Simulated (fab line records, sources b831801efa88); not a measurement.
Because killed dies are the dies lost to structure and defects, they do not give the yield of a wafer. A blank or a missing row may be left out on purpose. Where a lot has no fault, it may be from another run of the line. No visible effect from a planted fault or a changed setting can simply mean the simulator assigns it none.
fab line records + flow sky130
record
- lots=12
- wafers=36
- lastDay=50
route steps=708 shown NWELL@78 SONOS_ONO@172 POLY_GATE@228 LOCAL_INTERCONNECT@388
lots that met no fault: taken from a fault-free run of the same line
startH: hours from the record's first day to the start of the lot's first wafer shown + waitH: hours elapsed since this lot's preceding step + " same as the row above + L1.1+2: a row that stands for several wafers + - either no value or no given start + * or withheld: withheld + < > ~ a bound
route shown NAME@n: a module of which the file shows steps, and the number in the route of the first + usual: mean/standard deviation taken from wafers without a fault + same: alike in all rows + chamber/n: place in a boat + sites: each site's reading + _std_site: standard deviation of those values + _edge_site: the outer-site mean with the inner-site mean subtracted + radiusMm: for every site, how far away it sits from the centre of the wafer + mask NAME#n: copy n + behind: the last tool/chamber to shape the wafer + hold: reason for holding the lot/hours on hold/outcome of the hold + device: which transistor (n, p or np) failed to switch + end of line: at the end of the route, the tests of the same wafers + step lacking rows: just its recipe + killed: the dies lost at the first sort to structure and to defects; this is not the yield of the wafer + map: the dies of a wafer, with x for killed, . for not killed, _ for no die there
set.NAME: the setting the step ran with; set.NAME@STEP: the setting that earlier step ran with + model.NAME: the simulator's own value behind a step, which no gauge read
one table for each step of the route and one row for each wafer, over a sample of lots
services: when a tool's chamber went out of use (startH, in hours from the record's first day, below 0 if earlier), for how many hours, and the reason
## steps
# step SKY_NWELL_STRIP_25
# recipe
- chemistry=O2/N2
- powerW=1400
- pressureMtorr=1500
- platenTempC=withheld
- o2FlowSccm=3000
- n2FlowSccm=300
- overashFraction=0.5
# usual
- drypumpMotorCurrentA=5.60/0.29
- o2FlowSccm=3001/7.9
- oesProductAu=0.722/0.0043
- stripTimeToEndpointS=36.94/0.12
# same
- overashFraction=0.5
| lot.wafer | tool           | chamber | startH | waitH | drypumpMotorCurrentA | o2FlowSccm | oesProductAu | rfHoursCounterH | stripTimeToEndpointS |
|-----------|----------------|---------|--------|-------|----------------------|------------|--------------|-----------------|----------------------|
| L126.1    | plasmaAsher-02 | 0       | 106.43 | 0.1   | 6.00                 | 3007       | 0.726        | 30              | 36.96                |
| L126.3    | "              | 1       | "      | "     | 5.73                 | 2992       | 0.725        | -               | 37.05                |
| L126.4    | "              | 0       | "      | "     | 6.01                 | 3002       | 0.720        | -               | 37.06                |
| L127.3    | plasmaAsher-04 | 0       | 114.61 | 0.1   | 5.57                 | 2995       | 0.725        | -               | 36.75                |
| L127.4    | "              | 1       | "      | "     | 5.12                 | 2996       | 0.724        | -               | 36.88                |
| L127.6    | "              | 1       | "      | "     | 5.12                 | 3002       | 0.721        | -               | 36.76                |
| L129.4    | plasmaAsher-04 | 1       | 121.67 | 0.1   | 5.11                 | 2983       | 0.726        | -               | 37.04                |
| L129.5    | "              | 1       | "      | "     | 5.10                 | 2987       | 0.721        | -               | 37.01                |
| L129.6    | "              | 0       | "      | "     | 5.54                 | 2999       | 0.724        | -               | 36.97                |
| L135.1    | plasmaAsher-02 | 1       | 160.54 | 0.1   | 5.71                 | 2993       | 0.722        | 35              | 36.84                |
| L135.4    | "              | 1       | "      | "     | 5.72                 | 2990       | 0.722        | -               | 36.94                |
| L135.6    | "              | 1       | "      | "     | 5.73                 | 2997       | 0.725        | -               | 36.94                |
| L136.1    | plasmaAsher-02 | 1       | 167.37 | 0.1   | 5.75                 | 3008       | 0.729        | 35              | 36.84                |
| L136.3    | "              | 1       | "      | "     | 5.73                 | 3012       | 0.720        | -               | 36.83                |
| L136.5    | "              | 1       | "      | "     | 5.72                 | 2997       | 0.720        | -               | 36.83                |
| L137.2    | plasmaAsher-04 | 0       | 173.48 | 0.1   | 5.60                 | 2991       | 0.723        | 48              | 36.78                |
| L137.4    | "              | 1       | "      | "     | 5.11                 | 3005       | 0.724        | -               | 36.86                |
| L137.6    | "              | 1       | "      | "     | 5.15                 | 3001       | 0.729        | -               | 36.81                |
| L138.2    | plasmaAsher-02 | 1       | 176.78 | 0.1   | 5.74                 | 2998       | 0.733        | 36              | 37.19                |
| L138.4    | "              | 0       | "      | "     | 6.02                 | 2994       | 0.721        | -               | 37.21                |
| L138.6    | "              | 0       | "      | "     | 6.00                 | 2999       | 0.720        | -               | 37.18                |
| L139.1    | plasmaAsher-04 | 0       | 182.74 | 0.1   | 5.56                 | 2994       | 0.716        | 49              | 36.93                |
| L139.2    | "              | 1       | "      | "     | 5.16                 | 2991       | 0.728        | 49              | 37.03                |
| L139.4    | "              | 0       | "      | "     | 5.55                 | 3005       | 0.716        | -               | 36.94                |
| L140.1    | plasmaAsher-02 | 1       | 192.23 | 0.1   | 5.72                 | 3009       | 0.725        | 38              | 37.17                |
| L140.2    | "              | 0       | "      | "     | 5.99                 | 3003       | 0.719        | 38              | 37.10                |
| L140.6    | "              | 0       | "      | "     | 6.02                 | 2989       | 0.718        | -               | 37.10                |
| L147.1    | plasmaAsher-04 | 0       | 235.42 | 0.1   | 5.53                 | 2996       | 0.727        | 54              | 37.04                |
| L147.3    | "              | 1       | "      | "     | 5.13                 | 2996       | 0.724        | -               | 37.04                |
| L147.6    | "              | 1       | "      | "     | 5.14                 | 2996       | 0.715        | -               | 37.10                |
| L148.2    | plasmaAsher-02 | 0       | 238.83 | 0.1   | 5.97                 | 2998       | 0.731        | 43              | 37.02                |
| L148.5    | "              | 1       | "      | "     | 5.72                 | 3009       | 0.718        | -               | 37.04                |
| L148.6    | "              | 0       | "      | "     | 5.99                 | 2997       | 0.728        | -               | 36.95                |
| L149.2    | plasmaAsher-02 | 0       | 242.49 | 0.1   | 6.00                 | 3002       | 0.723        | 43              | 37.00                |
| L149.3    | "              | 1       | "      | "     | 5.75                 | 3012       | 0.722        | -               | 37.06                |
| L149.5    | "              | 0       | "      | "     | 6.02                 | 3007       | 0.725        | -               | 37.04                |
# step SKY_SONOS_ONO_CVD_04
# recipe
- material=SiO2
- precursor=SiH4/N2O
- targetThkNm=5.7199
- tempC=900
- pressureMtorr=400
# usual
- spikeTcUpperC=901.0/1
| lot.wafer | tool     | chamber | startH | waitH | spikeTcUpperC |
|-----------|----------|---------|--------|-------|---------------|
| L126.1    | lpcvd-03 | 0       | 263.44 | 0.1   | 900.4         |
| L126.3    | "        | 0       | "      | "     | 901.3         |
| L126.4    | "        | 0       | "      | "     | 900.0         |
| L127.3    | lpcvd-03 | 1       | 273.28 | 0.0   | 902.6         |
| L127.4    | "        | 1       | "      | "     | 901.7         |
| L127.6    | "        | 1       | "      | "     | 900.6         |
| L129.4    | lpcvd-03 | 1       | 278.75 | 0.0   | 900.3         |
| L129.5    | "        | 1       | "      | "     | 900.1         |
| L129.6    | "        | 1       | "      | "     | 899.9         |
| L135.1    | lpcvd-03 | 0       | 332.62 | 0.1   | 902.0         |
| L135.4    | "        | 0       | "      | "     | 901.7         |
| L135.6    | "        | 0       | "      | "     | 901.2         |
| L136.1    | lpcvd-03 | 1       | 336.66 | 0.1   | 900.5         |
| L136.3    | "        | 1       | "      | "     | 901.1         |
| L136.5    | "        | 1       | "      | "     | 901.5         |
| L137.2    | lpcvd-03 | 0       | 344.89 | 0.0   | 901.6         |
| L137.4    | "        | 0       | "      | "     | 900.8         |
| L137.6    | "        | 0       | "      | "     | 901.7         |
| L138.2    | lpcvd-03 | 0       | 348.40 | 0.0   | 903.1         |
| L138.4    | "        | 0       | "      | "     | 900.4         |
| L138.6    | "        | 0       | "      | "     | 900.6         |
| L139.1    | lpcvd-03 | 0       | 361.74 | 0.1   | 900.6         |
| L139.2    | "        | 0       | "      | "     | 900.6         |
| L139.4    | "        | 0       | "      | "     | 902.0         |
| L140.1    | lpcvd-03 | 0       | 370.90 | 0.1   | 900.9         |
| L140.2    | "        | 0       | "      | "     | 900.4         |
| L140.6    | "        | 0       | "      | "     | 903.6         |
| L147.1    | lpcvd-03 | 0       | 422.04 | 0.1   | 900.9         |
| L147.3    | "        | 0       | "      | "     | 900.8         |
| L147.6    | "        | 0       | "      | "     | 899.9         |
| L148.2    | lpcvd-03 | 0       | 429.39 | 0.0   | 900.3         |
| L148.5    | "        | 0       | "      | "     | 901.3         |
| L148.6    | "        | 0       | "      | "     | 901.6         |
| L149.2    | lpcvd-03 | 0       | 439.32 | 0.0   | 900.6         |
| L149.3    | "        | 0       | "      | "     | 901.7         |
| L149.5    | "        | 0       | "      | "     | 901.2         |
# step SKY_SONOS_ONO_THK_MEAS_05
# recipe
- reads=SiO2_of_SONOS_ONO_CVD_04
# usual
- SONOS_ONO_CVD_04_THK=5.72/0.091
| lot.wafer | tool         | chamber | startH | waitH | SONOS_ONO_CVD_04_THK[nm] |
|-----------|--------------|---------|--------|-------|--------------------------|
| L126.1    | filmMetro-04 | -       | 264.69 | 0.0   | 5.78                     |
| L126.3    | "            | -       | "      | "     | 5.73                     |
| L126.4    | "            | -       | "      | "     | 5.67                     |
| L127.3    | filmMetro-03 | -       | 274.57 | 0.0   | 5.62                     |
| L127.4    | "            | -       | "      | "     | 5.59                     |
| L127.6    | "            | -       | "      | "     | 5.56                     |
| L129.4    | filmMetro-03 | -       | 280.03 | 0.0   | 5.79                     |
| L129.5    | "            | -       | "      | "     | 5.66                     |
| L129.6    | "            | -       | "      | "     | 5.68                     |
| L135.1    | filmMetro-01 | -       | 333.87 | 0.0   | 5.69                     |
| L135.4    | "            | -       | "      | "     | 5.71                     |
| L135.6    | "            | -       | "      | "     | 5.62                     |
| L136.1    | filmMetro-04 | -       | 337.91 | 0.0   | 5.76                     |
| L136.3    | "            | -       | "      | "     | 5.67                     |
| L136.5    | "            | -       | "      | "     | 5.69                     |
| L137.2    | filmMetro-04 | -       | 346.15 | 0.0   | 5.76                     |
| L137.4    | "            | -       | "      | "     | 5.79                     |
| L137.6    | "            | -       | "      | "     | 5.83                     |
| L138.2    | filmMetro-01 | -       | 349.66 | 0.0   | 6.67                     |
| L138.4    | "            | -       | "      | "     | 6.54                     |
| L138.6    | "            | -       | "      | "     | 6.68                     |
| L139.1    | filmMetro-01 | -       | 362.99 | 0.0   | 6.76                     |
| L139.2    | "            | -       | "      | "     | 6.66                     |
| L139.4    | "            | -       | "      | "     | 6.69                     |
| L140.1    | filmMetro-04 | -       | 372.15 | 0.0   | 6.43                     |
| L140.2    | "            | -       | "      | "     | 6.29                     |
| L140.6    | "            | -       | "      | "     | 6.29                     |
| L147.1    | filmMetro-03 | -       | 423.29 | 0.0   | 5.71                     |
| L147.3    | "            | -       | "      | "     | 5.77                     |
| L147.6    | "            | -       | "      | "     | 5.65                     |
| L148.2    | filmMetro-01 | -       | 430.65 | 0.0   | 5.75                     |
| L148.5    | "            | -       | "      | "     | 5.71                     |
| L148.6    | "            | -       | "      | "     | 5.77                     |
| L149.2    | filmMetro-04 | -       | 440.65 | 0.1   | 5.66                     |
| L149.3    | "            | -       | "      | "     | 5.77                     |
| L149.5    | "            | -       | "      | "     | 5.66                     |
# step SKY_POLY_GATE_OVL_MEAS_14
# usual
- POLY_GATE_OVL=1/5.9
| lot.wafer | tool       | chamber | startH | waitH | POLY_GATE_OVL[nm] |
|-----------|------------|---------|--------|-------|-------------------|
| L126.1    | overlay-02 | -       | 379.90 | 0.1   | 5                 |
| L126.3    | "          | -       | "      | "     | 7                 |
| L126.4    | "          | -       | "      | "     | 1                 |
| L127.3    | overlay-01 | -       | 392.41 | 0.1   | 6                 |
| L127.4    | "          | -       | "      | "     | 14                |
| L127.6    | "          | -       | "      | "     | 5                 |
| L129.4    | overlay-02 | -       | 395.77 | 0.1   | 8                 |
| L129.5    | "          | -       | "      | "     | -1                |
| L129.6    | "          | -       | "      | "     | 8                 |
| L135.1    | overlay-02 | -       | 457.61 | 0.1   | 8                 |
| L135.4    | "          | -       | "      | "     | 2                 |
| L135.6    | "          | -       | "      | "     | -4                |
| L136.1    | overlay-01 | -       | 464.31 | 0.1   | 1                 |
| L136.3    | "          | -       | "      | "     | -8                |
| L136.5    | "          | -       | "      | "     | 2                 |
| L137.2    | overlay-02 | -       | 472.16 | 0.1   | -7                |
| L137.4    | "          | -       | "      | "     | 0                 |
| L137.6    | "          | -       | "      | "     | -3                |
| L138.2    | overlay-02 | -       | 476.31 | 0.1   | -9                |
| L138.4    | "          | -       | "      | "     | -10               |
| L138.6    | "          | -       | "      | "     | -14               |
| L139.1    | overlay-01 | -       | 489.95 | 0.1   | -4                |
| L139.2    | "          | -       | "      | "     | -5                |
| L139.4    | "          | -       | "      | "     | -6                |
| L140.1    | overlay-02 | -       | 503.46 | 0.1   | -12               |
| L140.2    | "          | -       | "      | "     | -2                |
| L140.6    | "          | -       | "      | "     | -2                |
| L147.1    | overlay-01 | -       | 552.60 | 0.1   | -5                |
| L147.3    | "          | -       | "      | "     | -6                |
| L147.6    | "          | -       | "      | "     | -3                |
| L148.2    | overlay-02 | -       | 559.70 | 0.1   | 0                 |
| L148.5    | "          | -       | "      | "     | 4                 |
| L148.6    | "          | -       | "      | "     | 0                 |
| L149.2    | overlay-02 | -       | 569.80 | 0.1   | -7                |
| L149.3    | "          | -       | "      | "     | -10               |
| L149.5    | "          | -       | "      | "     | -14               |
# step SKY_LOCAL_INTERCONNECT_RS_MEAS_01
# recipe
- thkMeasGauge=four-point-probe
- reads=TiN_of_LOCAL_INTERCONNECT_SPUTTER_00
# usual
- LOCAL_INTERCONNECT_TIN_RS=14.20/0.19
| lot.wafer | tool         | chamber | startH | waitH | LOCAL_INTERCONNECT_TIN_RS[ohm/sq] |
|-----------|--------------|---------|--------|-------|-----------------------------------|
| L126.1    | filmMetro-04 | -       | 684.68 | 0.0   | 14.24                             |
| L126.3    | "            | -       | "      | "     | 13.83                             |
| L126.4    | "            | -       | "      | "     | 14.23                             |
| L127.3    | filmMetro-02 | -       | 699.48 | 0.1   | 14.33                             |
| L127.4    | "            | -       | "      | "     | 14.36                             |
| L127.6    | "            | -       | "      | "     | 14.23                             |
| L129.4    | filmMetro-02 | -       | 702.23 | 0.1   | 14.30                             |
| L129.5    | "            | -       | "      | "     | 14.42                             |
| L129.6    | "            | -       | "      | "     | 14.33                             |
| L135.1    | filmMetro-01 | -       | 756.14 | 0.0   | 14.37                             |
| L135.4    | "            | -       | "      | "     | 14.02                             |
| L135.6    | "            | -       | "      | "     | 14.31                             |
| L136.1    | filmMetro-01 | -       | 765.67 | 0.0   | 14.08                             |
| L136.3    | "            | -       | "      | "     | 14.24                             |
| L136.5    | "            | -       | "      | "     | 14.29                             |
| L137.2    | filmMetro-04 | -       | 769.14 | 0.1   | 14.43                             |
| L137.4    | "            | -       | "      | "     | 14.20                             |
| L137.6    | "            | -       | "      | "     | 14.17                             |
| L138.2    | filmMetro-04 | -       | 775.94 | 0.1   | 14.25                             |
| L138.4    | "            | -       | "      | "     | 14.16                             |
| L138.6    | "            | -       | "      | "     | 13.79                             |
| L139.1    | filmMetro-01 | -       | 785.22 | 0.0   | 14.06                             |
| L139.2    | "            | -       | "      | "     | 14.10                             |
| L139.4    | "            | -       | "      | "     | 13.82                             |
| L140.1    | filmMetro-01 | -       | 796.47 | 0.0   | 14.34                             |
| L140.2    | "            | -       | "      | "     | 14.36                             |
| L140.6    | "            | -       | "      | "     | 14.36                             |
| L147.1    | filmMetro-01 | -       | 857.03 | 0.0   | 14.29                             |
| L147.3    | "            | -       | "      | "     | 14.33                             |
| L147.6    | "            | -       | "      | "     | 14.37                             |
| L148.2    | filmMetro-01 | -       | 857.74 | 0.1   | 14.20                             |
| L148.5    | "            | -       | "      | "     | 14.20                             |
| L148.6    | "            | -       | "      | "     | 14.02                             |
| L149.2    | filmMetro-02 | -       | 858.00 | 0.1   | 14.52                             |
| L149.3    | "            | -       | "      | "     | 14.58                             |
| L149.5    | "            | -       | "      | "     | 14.43                             |
## services
| tool           | chamber | startH | hours | kind   |
|----------------|---------|--------|-------|--------|
| plasmaAsher-02 | -       | 118.42 | 2.8   | pm     |
| lpcvd-03       | -       | 128.55 | 2.2   | repair |
| lpcvd-03       | -       | 142.16 | 0.4   | repair |
| plasmaAsher-04 | -       | 185.72 | 7.8   | repair |
| lpcvd-03       | -       | 196.30 | 6.1   | pm     |
| plasmaAsher-04 | -       | 230.33 | 0.5   | repair |
| plasmaAsher-04 | -       | 263.95 | 2.2   | repair |
| plasmaAsher-04 | -       | 265.72 | 11.3  | repair |
| lpcvd-03       | -       | 289.62 | 2.8   | pm     |
| plasmaAsher-04 | -       | 296.36 | 1.9   | repair |
| plasmaAsher-04 | -       | 303.28 | 8.2   | repair |
| plasmaAsher-02 | -       | 364.16 | 6.9   | repair |
| plasmaAsher-02 | -       | 414.82 | 3.0   | repair |
## key
firstSign
- step=SKY_SONOS_ONO_THK_MEAS_05
- reading=SONOS_ONO_CVD_04_THK
- direction=up
- sigmas=9.2
- usual=5.72
- struck=6.56
effect none on later readings
metAt SKY_SONOS_ONO_CVD_04
struckLots L138,L139,L140
testerLeftOut L138,L139,L140
notActingAt SKY_NWELL_STRIP_25,SKY_POLY_GATE_OVL_MEAS_14,SKY_LOCAL_INTERCONNECT_RS_MEAS_01
onsetBetween 344.89 348.40
fault
- kind=processParameterDrift
- tool=lpcvd-03
- chamber=-
- onsetH=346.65
- steps=SKY_SONOS_ONO_CVD_04
- channel=targetThkNm
- offset=0.81707
- shape=step
- endH=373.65
- stated=5.7199
# testerLeftOut: of these lots the tester's yield and bins aren't shown, on N5 and GAA mostly nor the transistor test; their killed dies are dies lost to structure and defects alone, not to doping, threshold or leakage, so they don't give the yield
